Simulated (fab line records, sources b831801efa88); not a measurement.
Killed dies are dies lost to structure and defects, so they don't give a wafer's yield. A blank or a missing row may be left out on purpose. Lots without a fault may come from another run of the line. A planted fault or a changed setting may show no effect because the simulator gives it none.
Which tool did it? | flow gf180mcu | 12 lots, 36 wafers sampled, at 3 steps of a route of 602

WHAT THE GAUGES READ, wafer by wafer
GF_CONTACT_RS_MEAS_25: measures by four-point-probe. Usual: CONTACT_W_RS 0.380 ohm/sq, standard deviation 0.0045.
lot  | measured     | on            | CONTACT_W_RS (ohm/sq) | flag
L227 | day 16 03:10 | film_metro-03 | 0.371 0.379 0.368     |
L228 | day 17 03:58 | film_metro-01 | 0.379 0.378 0.380     |
L230 | day 17 12:58 | film_metro-03 | 0.377 0.376 0.383     |
L234 | day 19 00:30 | film_metro-01 | 0.267 0.268 0.267     | OFF
L239 | day 20 08:29 | film_metro-03 | 0.266 0.268 0.267     | OFF
L240 | day 20 16:59 | film_metro-03 | 0.383 0.385 0.378     |
L244 | day 22 02:49 | film_metro-03 | 0.386 0.391 0.395     |
L246 | day 23 01:02 | film_metro-04 | 0.380 0.380 0.380     |
L247 | day 23 08:43 | film_metro-01 | 0.384 0.382 0.386     |
L248 | day 23 19:12 | film_metro-01 | 0.379 0.383 0.387     |
L249 | day 23 19:57 | film_metro-01 | 0.379 0.381 0.385     |
L250 | day 24 02:53 | film_metro-01 | 0.382 0.382 0.387     |

GF_CONTACT_THK_MEAS_26: measures by xrf. Usual: CONTACT_W_THK 299 nm, standard deviation 4.4.
lot  | measured     | on            | CONTACT_W_THK (nm) | flag
L227 | day 16 03:17 | film_metro-03 | 305 299 309        |
L228 | day 17 04:05 | film_metro-01 | 300 301 300        |
L230 | day 17 13:05 | film_metro-03 | 298 297 294        |
L234 | day 19 00:36 | film_metro-01 | 426 423 426        | OFF
L239 | day 20 08:37 | film_metro-03 | 421 420 419        | OFF
L240 | day 20 17:07 | film_metro-03 | 293 294 295        |
L244 | day 22 02:56 | film_metro-03 | 293 289 286        |
L246 | day 23 01:09 | film_metro-04 | 303 302 302        |
L247 | day 23 08:50 | film_metro-01 | 294 298 295        |
L248 | day 23 19:19 | film_metro-01 | 298 294 294        |
L249 | day 23 20:04 | film_metro-01 | 298 298 295        |
L250 | day 24 03:00 | film_metro-01 | 296 296 292        |

WHICH TOOL RAN EACH LOT (tool, then ch and the chambers of the sampled wafers, then the start)
lot  | GF_CONTACT_CVD_24
L227 | cvd_w-02 ch 0,1, day 16 03:04
L228 | cvd_w-01 ch 0,1, day 17 03:52
L230 | cvd_w-02 ch 1, day 17 12:46
L234 | cvd_w-02 ch 0,1, day 19 00:24
L239 | cvd_w-02 ch 0,1, day 20 08:23
L240 | cvd_w-01 ch 0,1, day 20 16:53
L244 | cvd_w-01 ch 0,1, day 22 02:43
L246 | cvd_w-02 ch 1, day 23 00:56
L247 | cvd_w-01 ch 0,1, day 23 08:37
L248 | cvd_w-02 ch 0,1, day 23 19:05
L249 | cvd_w-02 ch 0,1, day 23 19:51
L250 | cvd_w-02 ch 0,1, day 24 02:47
- GF_CONTACT_CVD_24: deposits W, target thk 300 nm, time 90.339 s.

WHAT THE TOOLS THEMSELVES READ (means of the sampled wafers that have a number; where no wafer has one, the mark that the record gives instead)
GF_CONTACT_CVD_24. Usual: chamber_pressure_Torr 40.00 Torr, standard deviation 0.078; heater_power_w 834 W, standard deviation 120; susceptor_temp_C 399.98 C, standard deviation 0.24.
lot  | tool     | chamber_pressure_Torr (Torr) | heater_power_w (W) | susceptor_temp_C (C) | flag
L227 | cvd_w-02 | 40.08                        | 728                | 399.98               |
L228 | cvd_w-01 | 40.03                        | 862                | 399.69               |
L230 | cvd_w-02 | 39.90                        | 946                | 400.12               |
L234 | cvd_w-02 | 40.02                        | 858                | 399.86               |
L239 | cvd_w-02 | 39.95                        | 842                | 400.10               |
L240 | cvd_w-01 | 40.02                        | 859                | 400.10               |
L244 | cvd_w-01 | 39.96                        | 852                | 400.24               |
L246 | cvd_w-02 | 40.03                        | 953                | 399.62               |
L247 | cvd_w-01 | 39.95                        | 873                | 400.17               |
L248 | cvd_w-02 | 39.99                        | 751                | 399.75               |
L249 | cvd_w-02 | 40.00                        | 849                | 400.12               |
L250 | cvd_w-02 | 40.08                        | 751                | 400.00               |

THE ANSWER, worked out from the rows above alone
Rule: a lot is off if the mean of its wafers that have a number lies more than 3 standard deviations from the usual mean. A lot without any number at a reading at which 4 lots or more have one is off too. The other lots that the step has rows for count as sound. The gauges are gone through in route order, then the tools' own readings, and for those a lot's mean is taken as printed above. The first step at which some lot is off is used, and at that step the reading that is off furthest; a lot without a number counts as furthest.
Off: L234, L239, at GF_CONTACT_RS_MEAS_25 (CONTACT_W_RS).
A tool fits if, at a process step before that reading, it ran every lot that is off, and no sound lot after the first of them. The gauges at GF_CONTACT_RS_MEAS_25 are tried like those tools. None of those tried fits.

WHAT THE SIMULATOR HAD PUT IN
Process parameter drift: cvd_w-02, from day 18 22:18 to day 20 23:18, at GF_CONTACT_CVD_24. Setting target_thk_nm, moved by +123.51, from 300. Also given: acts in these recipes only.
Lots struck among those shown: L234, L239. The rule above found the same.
